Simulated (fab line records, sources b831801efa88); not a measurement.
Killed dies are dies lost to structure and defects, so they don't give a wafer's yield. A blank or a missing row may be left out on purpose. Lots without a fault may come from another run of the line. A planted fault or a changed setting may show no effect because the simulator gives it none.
One fault seen from 2 desks | flow gf180mcu | each desk has only its own numbers; what lay behind them comes last

THE TOOL OWNER'S DESK: implanter-02
The tool's own readings at GF_HV_LDD_IMPLANT_48: means of the sampled wafers that have a number, for each lot that ran on this tool. A lot is out of limits, marked OUT, if its mean lies more than 4 standard deviations from the usual mean; the brackets give that distance.
Columns: A = dose_ions_cm2 at GF_HV_LDD_IMPLANT_48, usual 3e+13; B = faraday_current_uA at GF_HV_LDD_IMPLANT_48, usual 170
lot  | first seen here | A               | B
L936 | day 12 16:28    | 3e+13           | 168
L940 | day 13 19:19    | 3e+13           | 171
L945 | day 15 13:35    | 3e+13           | 168
L946 | day 15 17:25    | 3e+13           | 166
L952 | day 18 07:46    | 3e+13 (-62) OUT | 158
L954 | day 18 21:04    | 3e+13 (-63) OUT | 158
This desk's finding: out of limits on L952, L954; first on L952, day 18 07:46 (dose_ions_cm2 at GF_HV_LDD_IMPLANT_48). In limits: L936, L940, L945, L946.

THE METROLOGY DESK
What the gauges read, lot by lot, whatever tool the lot ran on: means of the sampled wafers that have a number. A lot is out of limits, marked OUT, if its mean lies more than 4 standard deviations from the usual mean; the brackets give that distance.
Columns: A = HV_LDD_OVL at GF_HV_LDD_OVL_MEAS_08, usual 0.7 nm; B = HV_LDD_02_OVL at GF_HV_LDD_OVL_MEAS_32, usual 1.1 nm; C = HV_LDD_4_TW at GF_HV_LDD_TW_MEAS_50, usual 568
lot  | first seen here | A    | B    | C
L936 | day 10 07:50    | 1.3  | 2.8  | 565
L937 | day 10 10:35    | -0.5 | 1.6  | 572
L940 | day 11 08:13    | 2.8  | 0.9  | 563
L942 | day 11 20:30    | -0.8 | 2.7  | 569
L944 | day 12 15:32    | 1.1  | 0.4  | 567
L945 | day 12 23:00    | 1.1  | -0.7 | 566
L946 | day 13 03:24    | 0.5  | 0.6  | 572
L948 | day 13 19:49    | -0.6 | 0.3  | 566
L950 | day 14 21:22    | 2.7  | 0.2  | 571
L952 | day 15 10:52    | -0.2 | -1.3 | 550 (-4.7) OUT
L954 | day 15 23:05    | -0.1 | 3.4  | 558
L958 | day 17 01:32    | -0.4 | 0.3  | 563
L959 | day 17 08:10    | -1.9 | -1.7 | 574
This desk's finding: out of limits on L952; first on L952, day 18 08:01 (HV_LDD_4_TW at GF_HV_LDD_TW_MEAS_50). In limits: L936, L937, L940, L942, L944, L945, L946, L948, L950, L954, L958, L959.

PUT TOGETHER
The tool owner's desk could have raised an alarm at day 18 07:46, on L952, L954.
The metrology desk could have raised an alarm at day 18 08:01, on L952.
The metrology desk has L954 on record, within its limits.
Of the lots named, all ran GF_HV_LDD_IMPLANT_48 on implanter-02.

WHAT THE SIMULATOR HAD PUT IN
Process parameter drift: implanter-02, from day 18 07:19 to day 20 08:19, at GF_HV_LDD_IMPLANT_48. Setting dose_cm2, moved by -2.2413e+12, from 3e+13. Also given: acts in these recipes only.
Lots struck among those shown: L952, L954.
Hours from the fault's start to each desk's first reading out of limits: the tool owner's desk, 0; the metrology desk, 1.
